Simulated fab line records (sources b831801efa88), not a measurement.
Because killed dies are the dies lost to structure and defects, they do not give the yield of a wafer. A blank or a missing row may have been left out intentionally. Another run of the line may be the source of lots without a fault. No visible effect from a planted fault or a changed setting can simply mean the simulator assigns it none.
Which of the tools did it? :: flow sky130 :: 11 lots, 33 wafers sampled, at 4 steps of a route of 708

== WHAT THE GAUGES READ, wafer by wafer ==
SKY_POLY_GATE_THK_MEAS_21.
lot: L268
measured: day 17 10:20
on: film-metro-02
POLY_GATE_OXIDATION_THK (nm): 4.06 4.00 4.06

lot: L270
measured: day 17 22:05
on: film-metro-04
POLY_GATE_OXIDATION_THK (nm): 4.04 4.06 3.95

lot: L271
measured: day 18 20:00
on: film-metro-04
POLY_GATE_OXIDATION_THK (nm): 4.02 4.04 4.02

lot: L272
measured: day 19 04:01
on: film-metro-03
POLY_GATE_OXIDATION_THK (nm): 3.89 3.84 3.87

lot: L274
measured: day 19 16:28
on: film-metro-03
POLY_GATE_OXIDATION_THK (nm): 4.04 4.02 3.89

lot: L281
measured: day 22 09:21
on: film-metro-04
POLY_GATE_OXIDATION_THK (nm): 4.66 4.63 4.58

lot: L282
measured: day 22 11:56
on: film-metro-04
POLY_GATE_OXIDATION_THK (nm): 4.52 4.51 4.53

lot: L283
measured: day 23 14:52
on: film-metro-02
POLY_GATE_OXIDATION_THK (nm): 4.60 4.54 4.67

lot: L284
measured: day 23 17:35
on: film-metro-02
POLY_GATE_OXIDATION_THK (nm): 4.02 4.05 4.08

lot: L286
measured: day 24 01:17
on: film-metro-04
POLY_GATE_OXIDATION_THK (nm): 3.93 3.96 4.02

lot: L288
measured: day 24 18:20
on: film-metro-04
POLY_GATE_OXIDATION_THK (nm): 3.97 3.87 3.80

== WHAT TOOL EACH LOT RAN ON (gives the tool, then ch and the chambers of the sampled wafers, and finally the start) ==
lot: L268
SKY_NWELL_STRIP_14: plasma-asher-04 ch 0, day 5 04:49
SKY_POLY_GATE_STRIP_18: plasma-asher-03 ch 0,1, day 17 06:52
SKY_POLY_GATE_OXIDATION_20: furnace-01 ch 0, day 17 09:05

lot: L270
SKY_NWELL_STRIP_14: plasma-asher-02 ch 0,1, day 5 17:37
SKY_POLY_GATE_STRIP_18: plasma-asher-02 ch 0,1, day 17 20:16
SKY_POLY_GATE_OXIDATION_20: furnace-02 ch 0, day 17 20:50

lot: L271
SKY_NWELL_STRIP_14: plasma-asher-04 ch 0,1, day 6 01:17
SKY_POLY_GATE_STRIP_18: plasma-asher-03 ch 0,1, day 18 15:50
SKY_POLY_GATE_OXIDATION_20: furnace-01 ch 0, day 18 18:45

lot: L272
SKY_NWELL_STRIP_14: plasma-asher-04 ch 0,1, day 6 08:56
SKY_POLY_GATE_STRIP_18: plasma-asher-02 ch 0,1, day 19 02:37
SKY_POLY_GATE_OXIDATION_20: furnace-01 ch 0, day 19 02:46

lot: L274
SKY_NWELL_STRIP_14: plasma-asher-04 ch 0,1, day 6 15:49
SKY_POLY_GATE_STRIP_18: plasma-asher-02 ch 0,1, day 19 15:04
SKY_POLY_GATE_OXIDATION_20: furnace-02 ch 0, day 19 15:13

lot: L281
SKY_NWELL_STRIP_14: plasma-asher-03 ch 0,1, day 8 13:10
SKY_POLY_GATE_STRIP_18: plasma-asher-02 ch 0,1, day 22 07:57
SKY_POLY_GATE_OXIDATION_20: furnace-01 ch 0, day 22 08:06

lot: L282
SKY_NWELL_STRIP_14: plasma-asher-04 ch 0,1, day 8 14:33
SKY_POLY_GATE_STRIP_18: plasma-asher-01 ch 0,1, day 22 10:33
SKY_POLY_GATE_OXIDATION_20: furnace-01 ch 0, day 22 10:40

lot: L283
SKY_NWELL_STRIP_14: plasma-asher-03 ch 0,1, day 9 10:43
SKY_POLY_GATE_STRIP_18: plasma-asher-02 ch 0,1, day 23 13:28
SKY_POLY_GATE_OXIDATION_20: furnace-01 ch 0, day 23 13:37

lot: L284
SKY_NWELL_STRIP_14: plasma-asher-02 ch 0,1, day 9 11:04
SKY_POLY_GATE_STRIP_18: plasma-asher-01 ch 0,1, day 23 15:29
SKY_POLY_GATE_OXIDATION_20: furnace-02 ch 0, day 23 16:20

lot: L286
SKY_NWELL_STRIP_14: plasma-asher-03 ch 0,1, day 9 20:02
SKY_POLY_GATE_STRIP_18: plasma-asher-01 ch 0,1, day 23 23:52
SKY_POLY_GATE_OXIDATION_20: furnace-02 ch 0, day 24 00:01

lot: L288
SKY_NWELL_STRIP_14: plasma-asher-04 ch 0,1, day 10 02:50
SKY_POLY_GATE_STRIP_18: plasma-asher-03 ch 1, day 24 14:56
SKY_POLY_GATE_OXIDATION_20: furnace-02 ch 0, day 24 17:04
- SKY_NWELL_STRIP_14: strips in O2/N2.
- SKY_POLY_GATE_STRIP_18: strips in O2/N2.
- SKY_POLY_GATE_OXIDATION_20: stabilise 600 s, purge 300 s, target thk 4 nm.

== THE ANSWER, worked out from the rows above alone ==
Rule: the lots themselves supply what counts as usual. The widest of any qualifying gaps counts: lots, ordered by their means at a reading, are off when they make up no more than a third of the lots, leave a main group of 4 or more, and stand apart from it by 3 or more times the standard deviation of that group's means. The tables above print the reading to a certain number of digits; a main group whose means all agree to those digits is not used. A lot without any number at a reading at which 4 lots or more have one is off too. Where the step has rows for the other lots, those lots are counted as sound.
Off: L281, L282, L283, seen at SKY_POLY_GATE_THK_MEAS_21 (POLY_GATE_OXIDATION_THK). Main group: mean 3.98 nm, sd 0.066.
A tool fits if, at a process step before that reading, it ran every lot that is off, and no sound lot after the first of them. Those tools and the gauges at SKY_POLY_GATE_THK_MEAS_21 are tried in the same way. One fits: SKY_POLY_GATE_OXIDATION_20 on furnace-01. A fault onset in the window from L272 (day 19 02:46, its last sound lot) to L281 (day 22 08:06, its first lot off) fits.

== WHAT THE SIMULATOR HAD INSERTED ==
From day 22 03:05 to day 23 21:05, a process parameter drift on furnace-01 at SKY_POLY_GATE_OXIDATION_20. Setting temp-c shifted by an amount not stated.
Shown lots that were struck: L281, L282, L283. Same finding as the rule above.
